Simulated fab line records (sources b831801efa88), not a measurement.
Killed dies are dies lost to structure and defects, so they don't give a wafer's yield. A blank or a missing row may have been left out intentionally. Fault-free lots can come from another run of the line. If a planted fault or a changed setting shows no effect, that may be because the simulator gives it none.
fab line records    flow sky130
record: lots: 13  wafers: 39  lastDay: 50
route steps=708 shown LDD_LDN@296 SD_N@352 SD_P@359
lots untouched by any fault: they come from a run of this same line in which no faults occurred
startH: start of the lot's first displayed wafer, in hours after the record's first day    waitH: hours since the lot's step before    " same as the row above    L1.1+2: a single row standing in for several wafers    - no value present, or no start provided    * or withheld: withheld    < > ~ a bound
route shown NAME@n: a module of which the file shows steps, and the number in the route of the first    usual: mean/standard deviation taken from wafers without a fault    same: alike in all rows    chamber/n: place in a boat    sites: per-site readings    _std_site: their standard deviation    _edge_site: mean of outer sites minus mean of inner sites    radiusMm: how far each site lies from the wafer's centre    mask NAME#n: copy n    behind: the last tool/chamber to shape the wafer    hold: cause of the lot's hold/its duration in hours/its outcome    device: transistor that didn't switch, given as n, p or np    end of line: the tests these same wafers got at the end of their route    a step without rows: its recipe alone    killed: not the wafer's yield, but the dies lost to structure and defects at the first sort    map: a wafer's dies, x killed, . not, _ none there
set.NAME: the setting that was run; set.NAME@STEP: the one run at that earlier step    model.NAME: the simulator's own value behind a step, which no gauge read
route steps across a sampled set of lots; one table per step, one row per wafer
services: a tool's chamber out of use, with start hour (startH, from the record's first day; less than 0 if before it), hours out, and reason
== steps ==
step: SKY_LDD_LDN_OVL_MEAS_07
usual: LDD_LDN_OVL: -0.5/1.6
lot.wafer  tool        chamber  startH  waitH  LDD_LDN_OVL[nm]
L533.1     overlay-01  -        510.02  0.1    -0.2
L533.2     "           -        "       "      -0.5
L533.4     "           -        "       "      0.7
L534.3     overlay-01  -        528.35  0.1    3.6
L534.5     "           -        "       "      2.6
L534.6     "           -        "       "      3.9
L535.1     overlay-02  -        537.84  0.1    -2.4
L535.2     "           -        "       "      -0.6
L535.5     "           -        "       "      -1.0
L537.3     overlay-02  -        558.40  0.1    -1.3
L537.5     "           -        "       "      0.4
L537.6     "           -        "       "      -0.5
L538.2     overlay-02  -        562.95  0.1    -4.2
L538.3     "           -        "       "      -1.7
L538.4     "           -        "       "      -4.2
L539.2     overlay-02  -        574.58  0.1    -0.3
L539.4     "           -        "       "      0.1
L539.6     "           -        "       "      1.0
L540.3     overlay-01  -        582.60  0.1    -1.3
L540.4     "           -        "       "      -0.7
L540.5     "           -        "       "      -1.8
L541.1     overlay-02  -        591.87  0.1    -0.6
L541.3     "           -        "       "      -0.5
L541.5     "           -        "       "      -1.9
L550.2     overlay-01  -        677.38  0.1    0.4
L550.4     "           -        "       "      0.3
L550.5     "           -        "       "      -0.2
L551.1     overlay-02  -        681.74  0.1    -0.7
L551.3     "           -        "       "      -2.1
L551.5     "           -        "       "      0.0
L553.1     overlay-02  -        690.52  0.1    1.0
L553.2     "           -        "       "      0.9
L553.5     "           -        "       "      0.9
L555.1     overlay-01  -        712.12  0.1    -2.1
L555.3     "           -        "       "      -1.4
L555.4     "           -        "       "      -1.1
L556.1     overlay-01  -        731.49  0.1    0.8
L556.2     "           -        "       "      0.8
L556.5     "           -        "       "      0.8
step: SKY_SD_N_IMPLANT_10
recipe: species: P  energyKev: 20  doseCm2: 1e+14  tiltDeg: 0
usual: beamEnergyKeV: 19.999/0.0061  faradayCurrentUA: 562/13
lot.wafer  tool          chamber  startH  waitH  beamEnergyKeV  faradayCurrentUA
L533.1     implanter-01  0        632.30  0.1    19.999         563
L533.2     "             0        "       "      20.000         558
L533.4     "             0        "       "      20.007         570
L534.3     implanter-01  0        648.35  0.1    20.014         567
L534.5     "             0        "       "      20.001         565
L534.6     "             0        "       "      19.993         563
L535.1     implanter-04  0        659.05  0.1    19.988         557
L535.2     "             0        "       "      19.997         562
L535.5     "             0        "       "      20.006         531
L537.3     implanter-03  0        678.84  0.1    20.001         569
L537.5     "             0        "       "      20.001         566
L537.6     "             0        "       "      19.993         557
L538.2     implanter-03  0        681.47  0.1    19.995         568
L538.3     "             0        "       "      20.001         564
L538.4     "             0        "       "      20.001         584
L539.2     implanter-03  0        692.62  0.1    19.996         569
L539.4     "             0        "       "      19.997         580
L539.6     "             0        "       "      20.000         582
L540.3     implanter-03  0        700.30  0.1    20.005         568
L540.4     "             0        "       "      20.005         583
L540.5     "             0        "       "      20.000         564
L541.1     implanter-01  0        708.23  0.1    19.990         577
L541.3     "             0        "       "      19.998         563
L541.5     "             0        "       "      20.007         555
L550.2     implanter-03  0        791.82  0.1    21.147         574
L550.4     "             0        "       "      21.139         553
L550.5     "             0        "       "      21.151         567
L551.1     implanter-03  0        792.89  0.1    21.143         563
L551.3     "             0        "       "      21.138         559
L551.5     "             0        "       "      21.147         560
L553.1     implanter-01  0        801.69  0.1    19.997         567
L553.2     "             0        "       "      20.008         570
L553.5     "             0        "       "      19.998         557
L555.1     implanter-01  0        827.68  0.2    19.999         548
L555.3     "             0        "       "      20.003         549
L555.4     "             0        "       "      20.010         558
L556.1     implanter-01  0        843.50  0.1    20.002         557
L556.2     "             0        "       "      20.004         558
L556.5     "             0        "       "      20.001         572
step: SKY_SD_N_STRIP_11
recipe: chemistry: O2/N2  powerW: 1400  pressureMtorr: 1500  platenTempC: withheld  o2FlowSccm: 3000  n2FlowSccm: 300  overashFraction: 0.5
usual: drypumpMotorCurrentA: 5.7/0.37  o2FlowSccm: 3000/9.4  oesProductAu: 0.527/0.0045  stripTimeToEndpointS: 22.55/0.036
lot.wafer  tool            chamber  startH  waitH  drypumpMotorCurrentA  o2FlowSccm  oesProductAu  rfHoursCounterH  stripTimeToEndpointS
L533.1     plasmaAsher-01  0        632.45  0.1    5.9                   3008        0.526         84               22.63
L533.2     "               1        "       "      5.1                   2997        0.535         84               22.57
L533.4     "               1        "       "      5.1                   2994        0.526         -                22.62
L534.3     plasmaAsher-01  0        648.48  0.1    5.9                   3001        0.532         -                22.52
L534.5     "               0        "       "      5.9                   2995        0.530         -                22.56
L534.6     "               1        "       "      5.1                   2991        0.527         -                22.55
L535.1     plasmaAsher-03  0        659.20  0.1    6.2                   3000        0.522         98               22.58
L535.2     "               1        "       "      5.7                   2996        0.532         98               22.61
L535.5     "               0        "       "      6.1                   2987        0.527         -                22.58
L537.3     plasmaAsher-02  1        678.98  0.1    5.9                   2994        0.524         -                22.57
L537.5     "               1        "       "      5.9                   3002        0.518         -                22.55
L537.6     "               0        "       "      5.3                   3019        0.528         -                22.54
L538.2     plasmaAsher-02  1        681.59  0.1    5.9                   3011        0.529         57               22.54
L538.3     "               1        "       "      5.9                   2999        0.518         -                22.56
L538.4     "               0        "       "      5.3                   2989        0.525         -                22.54
L539.2     plasmaAsher-03  0        692.74  0.1    6.2                   3001        0.527         102              22.53
L539.4     "               0        "       "      6.2                   3004        0.527         -                22.55
L539.6     "               0        "       "      6.2                   3002        0.527         -                22.60
L540.3     plasmaAsher-02  0        700.43  0.1    5.3                   3014        0.526         -                22.55
L540.4     "               1        "       "      5.9                   3005        0.524         -                22.51
L540.5     "               0        "       "      5.3                   3012        0.523         -                22.56
L541.1     plasmaAsher-03  0        708.38  0.1    6.2                   2992        0.522         103              22.57
L541.3     "               0        "       "      6.2                   3002        0.534         -                22.53
L541.5     "               0        "       "      6.2                   2989        0.520         -                22.53
L550.2     plasmaAsher-02  1        791.94  0.1    5.9                   3004        0.524         68               22.54
L550.4     "               0        "       "      5.3                   2993        0.531         -                22.55
L550.5     "               0        "       "      5.3                   3003        0.518         -                22.52
L551.1     plasmaAsher-03  1        793.04  0.1    5.7                   3013        0.523         5                22.58
L551.3     "               0        "       "      6.1                   3003        0.530         -                22.60
L551.5     "               0        "       "      6.2                   3012        0.532         -                22.59
L553.1     plasmaAsher-02  1        801.84  0.1    5.9                   3002        0.524         69               22.55
L553.2     "               0        "       "      5.3                   2990        0.531         69               22.54
L553.5     "               1        "       "      5.9                   3010        0.522         -                22.58
L555.1     plasmaAsher-02  1        827.98  0.2    5.9                   2991        0.530         71               22.49
L555.3     "               1        "       "      5.9                   2998        0.532         -                22.54
L555.4     "               0        "       "      5.3                   3013        0.526         -                22.55
L556.1     plasmaAsher-01  0        843.65  0.1    5.9                   3006        0.527         105              22.51
L556.2     "               1        "       "      5.1                   2983        0.523         105              22.52
L556.5     "               0        "       "      5.8                   3015        0.530         -                22.52
step: SKY_SD_N_RS_MEAS_17
recipe: thkMeasGauge: four-point-probe
usual: SD_P_RS: 147.1/0.44
lot.wafer  tool          chamber  startH  waitH  SD_P_RS[ohm/sq]
L533.1     filmMetro-04  -        632.96  0.1    147.3
L533.2     "             -        "       "      147.3
L533.4     "             -        "       "      146.9
L534.3     filmMetro-01  -        648.99  0.1    147.0
L534.5     "             -        "       "      147.3
L534.6     "             -        "       "      147.6
L535.1     filmMetro-02  -        659.70  0.1    146.8
L535.2     "             -        "       "      146.5
L535.5     "             -        "       "      146.5
L537.3     filmMetro-01  -        679.49  0.1    147.1
L537.5     "             -        "       "      147.5
L537.6     "             -        "       "      147.3
L538.2     filmMetro-04  -        682.12  0.1    147.5
L538.3     "             -        "       "      147.7
L538.4     "             -        "       "      146.8
L539.2     filmMetro-02  -        693.27  0.1    146.0
L539.4     "             -        "       "      146.2
L539.6     "             -        "       "      146.4
L540.3     filmMetro-01  -        700.94  0.1    147.2
L540.4     "             -        "       "      147.3
L540.5     "             -        "       "      147.5
L541.1     filmMetro-02  -        708.89  0.1    146.9
L541.3     "             -        "       "      146.9
L541.5     "             -        "       "      146.5
L550.2     filmMetro-02  -        792.47  0.1    146.5
L550.4     "             -        "       "      146.5
L550.5     "             -        "       "      146.6
L551.1     filmMetro-04  -        793.55  0.1    146.9
L551.3     "             -        "       "      146.8
L551.5     "             -        "       "      146.3
L553.1     filmMetro-02  -        802.36  0.1    147.2
L553.2     "             -        "       "      146.8
L553.5     "             -        "       "      147.2
L555.1     filmMetro-01  -        828.50  0.1    147.6
L555.3     "             -        "       "      147.8
L555.4     "             -        "       "      147.5
L556.1     filmMetro-02  -        844.15  0.1    147.0
L556.2     "             -        "       "      146.9
L556.5     "             -        "       "      146.8
== services ==
tool            chamber  startH  hours  kind
plasmaAsher-02  -        614.61  1.3    repair
implanter-03    -        645.77  21.3   pm
implanter-04    -        666.08  3.0    pm
implanter-04    -        670.59  2.0    repair
implanter-04    -        679.22  66.8   pm
plasmaAsher-02  -        683.36  1.3    repair
plasmaAsher-03  -        733.75  9.0    pm
plasmaAsher-03  0        733.75  9.0    ventCycle
plasmaAsher-03  1        733.75  9.0    ventCycle
plasmaAsher-03  0        742.75  -      clean
plasmaAsher-03  1        742.75  -      clean
implanter-03    -        756.44  1.8    repair
implanter-04    -        768.39  61.9   repair
implanter-01    -        790.16  1.9    repair
implanter-01    -        792.09  4.0    pm
== key ==
firstSign: step: SKY_SD_N_IMPLANT_10  reading: beamEnergyKeV  direction: up  sigmas: 99+  usual: *  struck: *
effect none on later readings
metAt SKY_SD_N_IMPLANT_10
struckLots L550,L551
testerLeftOut L550,L551
notActingAt SKY_LDD_LDN_OVL_MEAS_07,SKY_SD_N_STRIP_11,SKY_SD_N_RS_MEAS_17
onsetBetween 700.30 791.82
fault: kind: processParameterDrift  tool: implanter-03  chamber: -  onsetH: 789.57  steps: SKY_SD_N_IMPLANT_10  channel: energyKev  offset: *  shape: step  endH: 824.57  actsIn: *  stated: *
testerLeftOut: of these lots the tester's yield and bins aren't shown, on N5 and GAA mostly nor the transistor test; their killed dies are dies lost to structure and defects alone, not to doping, threshold or leakage, so they don't give the yield
